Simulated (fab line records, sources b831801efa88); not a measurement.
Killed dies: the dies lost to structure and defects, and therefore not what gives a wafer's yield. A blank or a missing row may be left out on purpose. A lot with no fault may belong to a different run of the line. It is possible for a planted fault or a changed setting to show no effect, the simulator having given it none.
A sampling plan put to the test || flow sfq-line || one line in one fab, 20 faults in these records, each fault weighed on the records of the lots it struck
The plan consists of the line's own looks: route steps at which the wafer is read by a gauge or an inspection but not changed. A look is open to judgement when struck wafers have a number at it and the file gives its usual mean and standard deviation on fault-free wafers. Caught: a look later than the fault's first step finds the struck wafers' mean 4 or more of those standard deviations (sigma) from the usual mean. On the tool: here the same test is run on the tool's own readings at the fault's steps. If the struck wafers alone have a blank record, or they carry another recipe, that too counts as caught.

## THE FAULTS, as the simulator had put them in
1. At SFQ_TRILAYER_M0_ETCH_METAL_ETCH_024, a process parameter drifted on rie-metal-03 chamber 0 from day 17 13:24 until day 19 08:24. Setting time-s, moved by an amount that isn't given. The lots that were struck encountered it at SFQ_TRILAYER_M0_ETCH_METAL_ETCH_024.
2. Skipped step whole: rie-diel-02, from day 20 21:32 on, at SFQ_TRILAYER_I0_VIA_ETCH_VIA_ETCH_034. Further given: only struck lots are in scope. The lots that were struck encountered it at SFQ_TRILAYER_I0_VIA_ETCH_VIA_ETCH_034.
3. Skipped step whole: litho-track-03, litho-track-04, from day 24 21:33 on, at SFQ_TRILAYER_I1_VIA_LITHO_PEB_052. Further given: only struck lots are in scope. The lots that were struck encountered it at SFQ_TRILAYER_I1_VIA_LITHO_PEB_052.
4. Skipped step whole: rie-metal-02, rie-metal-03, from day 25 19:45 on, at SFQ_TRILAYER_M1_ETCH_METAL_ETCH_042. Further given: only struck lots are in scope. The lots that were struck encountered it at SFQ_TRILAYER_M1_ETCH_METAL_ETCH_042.
5. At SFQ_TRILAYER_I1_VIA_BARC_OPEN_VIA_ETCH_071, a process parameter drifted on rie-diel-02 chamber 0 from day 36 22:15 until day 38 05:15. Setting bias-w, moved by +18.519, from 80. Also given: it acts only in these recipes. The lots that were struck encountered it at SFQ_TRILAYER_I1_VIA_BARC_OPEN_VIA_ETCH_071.
6. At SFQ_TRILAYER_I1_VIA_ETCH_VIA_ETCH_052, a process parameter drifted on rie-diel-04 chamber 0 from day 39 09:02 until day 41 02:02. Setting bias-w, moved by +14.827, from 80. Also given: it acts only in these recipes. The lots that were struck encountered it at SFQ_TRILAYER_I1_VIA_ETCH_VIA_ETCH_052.
7. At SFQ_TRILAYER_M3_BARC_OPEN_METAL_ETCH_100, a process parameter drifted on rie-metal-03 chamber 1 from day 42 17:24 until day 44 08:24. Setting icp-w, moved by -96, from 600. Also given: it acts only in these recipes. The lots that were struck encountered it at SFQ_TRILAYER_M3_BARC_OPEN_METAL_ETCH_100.
8. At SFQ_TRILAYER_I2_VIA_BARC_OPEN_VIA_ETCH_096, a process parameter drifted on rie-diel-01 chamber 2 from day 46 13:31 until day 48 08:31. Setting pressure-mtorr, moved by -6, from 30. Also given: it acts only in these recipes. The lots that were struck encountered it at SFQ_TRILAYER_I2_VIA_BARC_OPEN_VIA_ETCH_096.
9. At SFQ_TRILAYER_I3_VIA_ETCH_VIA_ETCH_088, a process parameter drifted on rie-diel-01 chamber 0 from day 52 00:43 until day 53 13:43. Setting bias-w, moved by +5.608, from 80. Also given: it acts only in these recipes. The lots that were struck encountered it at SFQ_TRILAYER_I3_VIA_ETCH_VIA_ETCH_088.
10. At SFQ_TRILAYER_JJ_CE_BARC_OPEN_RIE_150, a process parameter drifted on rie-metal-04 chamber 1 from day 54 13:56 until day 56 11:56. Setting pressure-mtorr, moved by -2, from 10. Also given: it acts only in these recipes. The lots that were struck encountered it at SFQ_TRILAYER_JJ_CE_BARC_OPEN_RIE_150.
11. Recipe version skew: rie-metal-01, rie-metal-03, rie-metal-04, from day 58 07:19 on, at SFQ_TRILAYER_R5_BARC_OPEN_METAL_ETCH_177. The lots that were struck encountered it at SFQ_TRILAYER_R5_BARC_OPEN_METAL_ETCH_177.
12. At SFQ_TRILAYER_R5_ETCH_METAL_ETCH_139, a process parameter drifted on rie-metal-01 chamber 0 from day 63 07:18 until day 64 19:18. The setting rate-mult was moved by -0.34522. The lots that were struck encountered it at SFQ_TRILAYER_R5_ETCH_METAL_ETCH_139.
13. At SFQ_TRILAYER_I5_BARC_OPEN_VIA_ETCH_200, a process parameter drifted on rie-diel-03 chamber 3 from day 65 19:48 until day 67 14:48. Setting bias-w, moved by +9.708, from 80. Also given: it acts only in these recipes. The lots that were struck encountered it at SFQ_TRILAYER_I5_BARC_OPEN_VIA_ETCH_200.
14. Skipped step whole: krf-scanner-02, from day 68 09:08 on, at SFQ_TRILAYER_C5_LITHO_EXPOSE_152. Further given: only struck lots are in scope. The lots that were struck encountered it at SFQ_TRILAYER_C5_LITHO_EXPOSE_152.
15. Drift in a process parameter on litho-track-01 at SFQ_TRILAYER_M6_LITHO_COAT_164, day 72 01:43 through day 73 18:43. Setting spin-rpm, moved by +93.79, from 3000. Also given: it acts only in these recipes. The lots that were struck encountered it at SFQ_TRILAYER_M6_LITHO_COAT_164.
16. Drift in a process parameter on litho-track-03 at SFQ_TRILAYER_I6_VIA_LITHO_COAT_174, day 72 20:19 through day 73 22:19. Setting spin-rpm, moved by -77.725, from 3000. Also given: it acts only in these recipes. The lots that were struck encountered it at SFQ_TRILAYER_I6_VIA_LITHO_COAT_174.
17. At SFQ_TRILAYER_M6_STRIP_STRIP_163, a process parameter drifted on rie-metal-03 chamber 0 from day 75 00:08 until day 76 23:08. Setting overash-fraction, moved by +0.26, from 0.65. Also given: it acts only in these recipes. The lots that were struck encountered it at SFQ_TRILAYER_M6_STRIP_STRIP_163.
18. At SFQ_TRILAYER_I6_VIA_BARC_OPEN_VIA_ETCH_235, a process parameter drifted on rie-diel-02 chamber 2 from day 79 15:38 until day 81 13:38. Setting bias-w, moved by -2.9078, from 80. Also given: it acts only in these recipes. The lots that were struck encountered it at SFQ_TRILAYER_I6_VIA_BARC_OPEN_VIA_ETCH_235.
19. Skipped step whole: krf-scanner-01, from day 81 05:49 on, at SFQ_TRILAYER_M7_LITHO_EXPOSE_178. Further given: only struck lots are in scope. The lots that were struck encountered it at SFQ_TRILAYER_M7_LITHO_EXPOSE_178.
20. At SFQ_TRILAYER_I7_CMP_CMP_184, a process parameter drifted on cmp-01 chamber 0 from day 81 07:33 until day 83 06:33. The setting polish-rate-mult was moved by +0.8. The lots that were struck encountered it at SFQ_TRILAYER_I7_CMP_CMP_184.

## WHAT THE PLAN SAW
{"fault": 1, "on the tool itself": "run-length-s +10 sigma", "first look that catches it": "no look after it can be judged", "reading, sigma": "-", "median hours from its first step to that look": "-", "hours from the fault's start to the first struck lot there": "-", "judged looks passed uncaught": 0}
{"fault": 2, "on the tool itself": "the tool's record is blank for the struck wafers", "first look that catches it": "no look after it can be judged", "reading, sigma": "-", "median hours from its first step to that look": "-", "hours from the fault's start to the first struck lot there": "-", "judged looks passed uncaught": 0}
{"fault": 3, "on the tool itself": "the tool's record is blank for the struck wafers", "first look that catches it": "no look after it can be judged", "reading, sigma": "-", "median hours from its first step to that look": "-", "hours from the fault's start to the first struck lot there": "-", "judged looks passed uncaught": 0}
{"fault": 4, "on the tool itself": "the tool's record is blank for the struck wafers", "first look that catches it": "no look after it can be judged", "reading, sigma": "-", "median hours from its first step to that look": "-", "hours from the fault's start to the first struck lot there": "-", "judged looks passed uncaught": 0}
{"fault": 5, "on the tool itself": "bias-w +66 sigma", "first look that catches it": "no look after it can be judged", "reading, sigma": "-", "median hours from its first step to that look": "-", "hours from the fault's start to the first struck lot there": "-", "judged looks passed uncaught": 0}
{"fault": 6, "on the tool itself": "bias-w +62 sigma", "first look that catches it": "not the one look that can be judged after it", "reading, sigma": "-", "median hours from its first step to that look": "-", "hours from the fault's start to the first struck lot there": "-", "judged looks passed uncaught": 1}
{"fault": 7, "on the tool itself": "rf-fwd-power-W -37 sigma", "first look that catches it": "no look after it can be judged", "reading, sigma": "-", "median hours from its first step to that look": "-", "hours from the fault's start to the first struck lot there": "-", "judged looks passed uncaught": 0}
{"fault": 8, "on the tool itself": "chamber-pressure-mTorr -99 or beyond sigma", "first look that catches it": "not the one look that can be judged after it", "reading, sigma": "-", "median hours from its first step to that look": "-", "hours from the fault's start to the first struck lot there": "-", "judged looks passed uncaught": 1}
{"fault": 9, "on the tool itself": "bias-w +22 sigma", "first look that catches it": "no look after it can be judged", "reading, sigma": "-", "median hours from its first step to that look": "-", "hours from the fault's start to the first struck lot there": "-", "judged looks passed uncaught": 0}
{"fault": 10, "on the tool itself": "chamber-pressure-mTorr -99 or beyond sigma", "first look that catches it": "no look after it can be judged", "reading, sigma": "-", "median hours from its first step to that look": "-", "hours from the fault's start to the first struck lot there": "-", "judged looks passed uncaught": 0}
{"fault": 11, "on the tool itself": "oes-product-au +30 sigma", "first look that catches it": "no look after it can be judged", "reading, sigma": "-", "median hours from its first step to that look": "-", "hours from the fault's start to the first struck lot there": "-", "judged looks passed uncaught": 0}
{"fault": 12, "on the tool itself": "oes-product-au -45 sigma", "first look that catches it": "no look after it can be judged", "reading, sigma": "-", "median hours from its first step to that look": "-", "hours from the fault's start to the first struck lot there": "-", "judged looks passed uncaught": 0}
{"fault": 13, "on the tool itself": "bias-w +38 sigma", "first look that catches it": "not the one look that can be judged after it", "reading, sigma": "-", "median hours from its first step to that look": "-", "hours from the fault's start to the first struck lot there": "-", "judged looks passed uncaught": 1}
{"fault": 14, "on the tool itself": "no reading that can be judged", "first look that catches it": "not the one look that can be judged after it", "reading, sigma": "-", "median hours from its first step to that look": "-", "hours from the fault's start to the first struck lot there": "-", "judged looks passed uncaught": 1}
{"fault": 15, "on the tool itself": "spin-speed-rpm +55 sigma", "first look that catches it": "not the one look that can be judged after it", "reading, sigma": "-", "median hours from its first step to that look": "-", "hours from the fault's start to the first struck lot there": "-", "judged looks passed uncaught": 1}
{"fault": 16, "on the tool itself": "spin-speed-rpm -39 sigma", "first look that catches it": "no look after it can be judged", "reading, sigma": "-", "median hours from its first step to that look": "-", "hours from the fault's start to the first struck lot there": "-", "judged looks passed uncaught": 0}
{"fault": 17, "on the tool itself": "under 2 sigma", "first look that catches it": "no look after it can be judged", "reading, sigma": "-", "median hours from its first step to that look": "-", "hours from the fault's start to the first struck lot there": "-", "judged looks passed uncaught": 0}
{"fault": 18, "on the tool itself": "bias-w -12 sigma", "first look that catches it": "no look after it can be judged", "reading, sigma": "-", "median hours from its first step to that look": "-", "hours from the fault's start to the first struck lot there": "-", "judged looks passed uncaught": 0}
{"fault": 19, "on the tool itself": "no reading that can be judged", "first look that catches it": "no look after it can be judged", "reading, sigma": "-", "median hours from its first step to that look": "-", "hours from the fault's start to the first struck lot there": "-", "judged looks passed uncaught": 0}
{"fault": 20, "on the tool itself": "time-to-endpoint-s -15 sigma", "first look that catches it": "no look after it can be judged", "reading, sigma": "-", "median hours from its first step to that look": "-", "hours from the fault's start to the first struck lot there": "-", "judged looks passed uncaught": 0}
Dash: fault not caught, or number not given in these records.

Caught at a look: 0 of 20. Caught on the tool: 17 of 20. By one or the other: 17 of 20.
On the tool alone, faults 1, 2, 3, 4, 5, 6, 7, 8, 9, 10, 11, 12, 13, 15, 16, 18, 20 were caught.
Caught by neither: faults 14, 17, 19.
